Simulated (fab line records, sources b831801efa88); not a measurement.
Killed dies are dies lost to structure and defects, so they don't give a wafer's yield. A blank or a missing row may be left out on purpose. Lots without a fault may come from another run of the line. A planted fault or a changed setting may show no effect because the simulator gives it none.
Which tool did it? | flow sky130 | 14 lots, 42 wafers sampled, at 5 steps of a route of 708

WHAT THE GAUGES READ, wafer by wafer
SKY_POLY_GATE_OVL_MEAS_14. Usual: POLY_GATE_OVL 0 nm, standard deviation 5.4.
lot  | measured     | on         | POLY_GATE_OVL (nm) | flag
L123 | day 17 05:45 | overlay-02 | -3 -10 -3          |
L125 | day 17 17:22 | overlay-01 | 1 -1 -6            |
L124 | day 17 22:53 | overlay-01 | -1 5 -3            |
L126 | day 18 07:41 | overlay-01 | 13 13 5            |
L127 | day 18 08:01 | overlay-01 | 6 3 5              |
L129 | day 18 22:20 | overlay-02 | -2 -1 0            |
L130 | day 19 04:16 | overlay-02 | 8 4 4              |
L131 | day 20 00:43 | overlay-01 | 2 4 -4             |
L132 | day 20 00:48 | overlay-02 | 3 -4 4             |
L138 | day 21 21:50 | overlay-02 | 3 -2 -4            |
L139 | day 23 09:10 | overlay-02 | 5 1 1              |
L142 | day 23 14:11 | overlay-01 | 2 -2 4             |
L144 | day 23 23:22 | overlay-01 | 2 0 0              |
L145 | day 24 08:07 | overlay-01 | 10 0 9             |

SKY_LDD_HVN_TW_MEAS_10. Usual: LDD_HVN_TW 1434, standard deviation 16.
lot  | measured     | on            | LDD_HVN_TW     | flag
L123 | day 21 05:25 | film_metro-03 | 1458 1458 1455 |
L125 | day 21 19:45 | film_metro-01 | 1421 1427 1422 |
L124 | day 22 00:36 | film_metro-03 | 1464 1467 1457 |
L126 | day 22 07:55 | film_metro-01 | 1433 1434 1436 |
L127 | day 22 08:52 | film_metro-04 | 1419 1424 1419 |
L129 | day 22 22:47 | film_metro-03 | 1459 1458 1464 |
L130 | day 23 08:07 | film_metro-01 | 1437 1438 1433 |
L131 | day 24 00:04 | film_metro-01 | 1434 1435 1432 |
L132 | day 24 00:26 | film_metro-01 | 1432 1436 1439 |
L138 | day 25 18:04 | film_metro-01 | 1426 1438 1439 |
L139 | day 27 03:02 | film_metro-04 | 1418 1417 1419 |
L142 | day 27 09:14 | film_metro-01 | 1435 1434 1444 |
L144 | day 27 17:49 | film_metro-04 | 1421 1410 1411 |
L145 | day 28 02:40 | film_metro-04 | 1428 1430 1439 |

SKY_LDD_HVP_OVL_MEAS_07. Usual: LDD_HVP_OVL -0.7 nm, standard deviation 1.4.
lot  | measured     | on         | LDD_HVP_OVL (nm) | flag
L123 | day 22 12:10 | overlay-02 | -3.2 -0.9 -0.4   |
L125 | day 23 02:04 | overlay-01 | 0.7 0.3 -0.2     |
L124 | day 23 07:06 | overlay-01 | 0.1 0.4 -1.2     |
L126 | day 23 14:37 | overlay-02 | -0.2 -1.9 -0.4   |
L127 | day 23 15:26 | overlay-02 | -2.5 -1.4 -3.4   |
L129 | day 24 04:49 | overlay-01 | 0.1 0.9 -1.4     |
L130 | day 24 13:13 | overlay-02 | -2.5 -1.7 -2.3   |
L131 | day 25 04:30 | overlay-01 | 0.8 -0.3 0.7     |
L132 | day 25 04:43 | overlay-01 | 2.0 1.6 -0.3     |
L138 | day 26 23:02 | overlay-02 | -2.5 -1.7 -2.1   |
L139 | day 28 07:02 | overlay-01 | 1.5 1.0 1.6      |
L142 | day 28 12:55 | overlay-01 | 1.4 1.4 -0.6     |
L144 | day 28 21:19 | overlay-02 | -1.2 -0.7 -0.5   |
L145 | day 29 06:13 | overlay-01 | -3.2 -1.2 -1.6   |

SKY_LDD_HVP_TW_MEAS_10. Usual: LDD_HVP_TW 452.3, standard deviation 3.
lot  | measured     | on            | LDD_HVP_TW        | flag
L123 | day 22 12:27 | film_metro-01 | 453.8 457.1 455.7 |
L125 | day 23 02:20 | film_metro-04 | 449.8 449.3 450.9 |
L124 | day 23 07:23 | film_metro-04 | 451.3 450.0 451.6 |
L126 | day 23 14:54 | film_metro-02 | 450.2 449.5 449.5 |
L127 | day 23 15:43 | film_metro-04 | 450.8 450.2 448.4 |
L129 | day 24 05:05 | film_metro-01 | 457.4 455.4 455.8 |
L130 | day 24 13:30 | film_metro-01 | 454.4 456.0 456.8 |
L131 | day 25 04:47 | film_metro-02 | 450.9 452.7 452.8 |
L132 | day 25 04:59 | film_metro-04 | 451.6 452.6 449.7 |
L138 | day 26 23:19 | film_metro-04 | 448.8 450.0 446.9 |
L139 | day 28 07:20 | film_metro-01 | 488.6 487.4 485.4 | OFF
L142 | day 28 13:11 | film_metro-02 | 481.8 479.5 481.8 | OFF
L144 | day 28 21:36 | film_metro-02 | 449.4 452.7 452.0 |
L145 | day 29 06:30 | film_metro-02 | 452.3 452.9 453.2 |

WHICH TOOL RAN EACH LOT (tool, then ch and the chambers of the sampled wafers, then the start)
lot  | SKY_LDD_HVP_IMPLANT_08
L123 | implanter-04 ch 0, day 22 12:13
L125 | implanter-04 ch 0, day 23 02:05
L124 | implanter-01 ch 0, day 23 07:08
L126 | implanter-02 ch 0, day 23 14:40
L127 | implanter-04 ch 0, day 23 15:28
L129 | implanter-02 ch 0, day 24 04:50
L130 | implanter-01 ch 0, day 24 13:17
L131 | implanter-04 ch 0, day 25 04:32
L132 | implanter-01 ch 0, day 25 04:44
L138 | implanter-01 ch 0, day 26 23:05
L139 | implanter-02 ch 0, day 28 07:07
L142 | implanter-02 ch 0, day 28 12:56
L144 | implanter-01 ch 0, day 28 21:22
L145 | implanter-01 ch 0, day 29 06:16
- SKY_LDD_HVP_IMPLANT_08

WHAT THE TOOLS THEMSELVES READ (means of the sampled wafers that have a number; where no wafer has one, the mark that the record gives instead)
SKY_LDD_HVP_IMPLANT_08. Usual: beam_on_s 9.98 s, standard deviation 0.2; faraday_current_uA 96.0, standard deviation 1.9.
lot  | tool         | beam_on_s (s) | faraday_current_uA | flag
L123 | implanter-04 | 9.91          | 96.7               |
L125 | implanter-04 | 9.91          | 96.5               |
L124 | implanter-01 | 9.81          | 97.4               |
L126 | implanter-02 | 10.18         | 94.3               |
L127 | implanter-04 | 10.16         | 94.4               |
L129 | implanter-02 | 9.84          | 97.3               |
L130 | implanter-01 | 9.86          | 97.2               |
L131 | implanter-04 | 9.89          | 96.6               |
L132 | implanter-01 | 9.96          | 96.2               |
L138 | implanter-01 | 10.29         | 93.1               |
L139 | implanter-02 | 12.20         | 78.5               | OFF
L142 | implanter-02 | 12.39         | 77.8               | OFF
L144 | implanter-01 | 10.00         | 95.8               |
L145 | implanter-01 | 9.94          | 96.4               |

THE ANSWER, worked out from the rows above alone
Rule: a lot is off if the mean of its wafers that have a number lies more than 3 standard deviations from the usual mean. A lot without any number at a reading at which 4 lots or more have one is off too. The other lots that the step has rows for count as sound. The gauges are gone through in route order, then the tools' own readings, and for those a lot's mean is taken as printed above. The first step at which some lot is off is used, and at that step the reading that is off furthest; a lot without a number counts as furthest.
Off: L139, L142, at SKY_LDD_HVP_TW_MEAS_10 (LDD_HVP_TW).
A tool fits if, at a process step before that reading, it ran every lot that is off, and no sound lot after the first of them. The gauges at SKY_LDD_HVP_TW_MEAS_10 aren't tried: what is off there is off at SKY_LDD_HVP_IMPLANT_08 too, on other tools, and a gauge's error can't cause that. One fits: implanter-02 at SKY_LDD_HVP_IMPLANT_08. Its last sound lot is L129 (day 24 04:50), its first lot that is off L139 (day 28 07:07): a fault that began between those two fits.
The tool's own readings at SKY_LDD_HVP_IMPLANT_08 bear it out: on the lots that are off they differ by more than 5 times the standard deviation of the sound lots' means. beam_on_s reads 12.29 s there against 9.98 s on the sound lots; faraday_current_uA reads 78.2 there against 96.0 on the sound lots.

WHAT THE SIMULATOR HAD PUT IN
Process parameter drift: implanter-02, from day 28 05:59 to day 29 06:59, at SKY_LDD_HVP_IMPLANT_08. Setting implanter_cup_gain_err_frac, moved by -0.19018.
Lots struck among those shown: L139, L142. The rule above found the same.
